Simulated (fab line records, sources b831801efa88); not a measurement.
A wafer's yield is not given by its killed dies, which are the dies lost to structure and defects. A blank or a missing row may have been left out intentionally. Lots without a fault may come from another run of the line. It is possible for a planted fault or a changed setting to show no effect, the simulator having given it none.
Comparing a struck lot with a sound one + flow sfq-line + 19 steps out of a route of 325
Sound: the wafers L954.1, L954.2, L954.3. Struck: wafers L970.3, L970.4, L970.5. At the end, the cause is stated.
For every step that has rows: the tool of each side, followed by ch and its chambers, followed by its first start. Under that, the readings that differ: sound wafers + struck wafers + difference of the means + sigmas: that difference in standard deviations of wafers without a fault.
alike: a reading whose means differ by less than 2 such deviations, as well as words and numbers matching on both sides. not compared: withheld readings; readings where some wafer has no value; bounds like >300 that might hide an equal value; numbers whose values overlap and for which the record gives no deviation.
A row with sigmas, a row that says differs or no value, or rows on one side alone: a step with any of these is where the two part. Numbers that don't overlap but have no deviation are shown without sigmas and don't part them. A reading that every wafer of one side lacks parts them only if that side has two wafers or more.

SFQ_M2_OVL_MEAS_916:
  struck on overlay-01, day 34 04:47; sound on overlay-01, day 28 11:36
| reading     | sound    | struck | difference | sigmas |
|-------------|----------|--------|------------|--------|
| M2_OVL (nm) | -4 -4 -5 | 11 8 8 | +13        | +3     |
SFQ_TRILAYER_M2_BARC_OPEN_METAL_ETCH_077: etches BARC in O2, target depth 125 nm, time 41.7 s.
  sound on rie-metal-04 ch 0,1, day 28 11:38; struck on rie-metal-04 ch 0,1, day 34 04:50
  alike: chamber-pressure-mTorr, drypump-motor-current-A, oes-product-au
  not compared: rf-hours-counter-h
SFQ_TRILAYER_M2_ETCH_METAL_ETCH_060: etches Nb in Cl2/Ar, stops on SiO2, target depth 240 nm, time 120 s.
  sound on rie-metal-04 ch 0,1, day 28 11:41; struck on rie-metal-04 ch 0,1, day 34 04:55
  alike: chamber-pressure-mTorr, drypump-motor-current-A, oes-product-au
  not compared: rf-hours-counter-h
SFQ_TRILAYER_M2_STRIP_STRIP_061: strips in O2.
  sound on rie-metal-04 ch 0,1, day 28 11:49; struck on rie-metal-04 ch 0,1, day 34 05:12
  alike: chamber-pressure-mTorr, drypump-motor-current-A, oes-product-au
  not compared: rf-hours-counter-h
then, 2 steps without rows for these wafers: SFQ_TRILAYER_M2_STRIP_SOLV_CLEAN_062 (cleans in NMP, time 600 s); SFQ_TRILAYER_I2_DEP_PECVD_063 (deposits SiO2 from SiH4/N2O, time 111.11 s, target thk 500 nm).
SFQ_TRILAYER_I2_CMP_CMP_064: polishes SiO2.
  sound on cmp-02 ch 0,2,3, day 28 13:32; struck on cmp-01 ch 0,2,3, day 35 08:21
  alike: motor-current-A, time-to-endpoint-s
SFQ_I2_BOW_MEAS_917:
  struck on film-metro-03, day 35 11:23; sound on film-metro-02, day 28 16:32
  alike: I2_BOW
then, 4 steps without rows for these wafers: SFQ_TRILAYER_I2_METRO_MEASURE_065; SFQ_TRILAYER_I2_VIA_LITHO_COAT_072 (resist thk 62 nm); SFQ_TRILAYER_I2_VIA_LITHO_COAT_067 (resist thk 650 nm); SFQ_TRILAYER_I2_VIA_LITHO_SOFTBAKE_071.
-- the record jumps here: 5 days lie between the struck wafers' starts before and after --
SFQ_TRILAYER_I2_VIA_LITHO_EXPOSE_068: exposes mask I2, target cd 500 nm.
  sound on krf-scanner-02 ch 0, day 33 11:40; struck on krf-scanner-02 ch 0, day 40 18:29
| reading              | sound                | struck               | difference | sigmas |
|----------------------|----------------------|----------------------|------------|--------|
| exposure-dose-mJ-cm2 | 21.304 21.293 21.308 | 20.622 20.600 20.632 | -0.684     | -34    |
  alike: mask, focus-offset-nm
then, 2 steps without rows for these wafers: SFQ_TRILAYER_I2_VIA_LITHO_PEB_070 (peb time 60 s); SFQ_TRILAYER_I2_VIA_LITHO_DEVELOP_069 (time 60 s).
SFQ_I2_OVL_MEAS_918:
  struck on overlay-02, day 40 19:36; sound on overlay-01, day 33 13:10
  alike: I2_OVL
SFQ_TRILAYER_I2_VIA_BARC_OPEN_VIA_ETCH_096: etches BARC in O2, target depth 125 nm, time 41.7 s.
  sound on rie-diel-01 ch 0,1,3, day 33 13:13; struck on rie-diel-02 ch 1,2, day 40 19:37
  alike: chamber-pressure-mTorr, drypump-motor-current-A, oes-product-au
  not compared: rf-hours-counter-h, model.I2.cd-nm
SFQ_TRILAYER_I2_VIA_ETCH_VIA_ETCH_070: etches SiO2 in CHF3, stops on Nb, target depth 260 nm.
  sound on rie-diel-01 ch 0,1,3, day 33 13:15; struck on rie-diel-02 ch 1,2, day 40 19:40
  alike: chamber-pressure-mTorr, drypump-motor-current-A, oes-product-au
  not compared: model.I2.cd-nm
SFQ_TRILAYER_I2_VIA_STRIP_STRIP_071: strips in O2.
  sound on rie-metal-02 ch 0,1, day 33 13:22; struck on rie-metal-04 ch 0,1, day 40 19:59
  alike: chamber-pressure-mTorr, drypump-motor-current-A, oes-product-au
  not compared: rf-hours-counter-h

WHERE THEY PART
Last at SFQ_TRILAYER_I2_VIA_LITHO_EXPOSE_068 as far as this record goes, first at SFQ_M2_OVL_MEAS_916. Later steps at which nothing parts them and some readings are alike: SFQ_I2_OVL_MEAS_918, SFQ_TRILAYER_I2_VIA_BARC_OPEN_VIA_ETCH_096, SFQ_TRILAYER_I2_VIA_ETCH_VIA_ETCH_070, SFQ_TRILAYER_I2_VIA_STRIP_STRIP_071.

WHY: the cause the simulator had injected
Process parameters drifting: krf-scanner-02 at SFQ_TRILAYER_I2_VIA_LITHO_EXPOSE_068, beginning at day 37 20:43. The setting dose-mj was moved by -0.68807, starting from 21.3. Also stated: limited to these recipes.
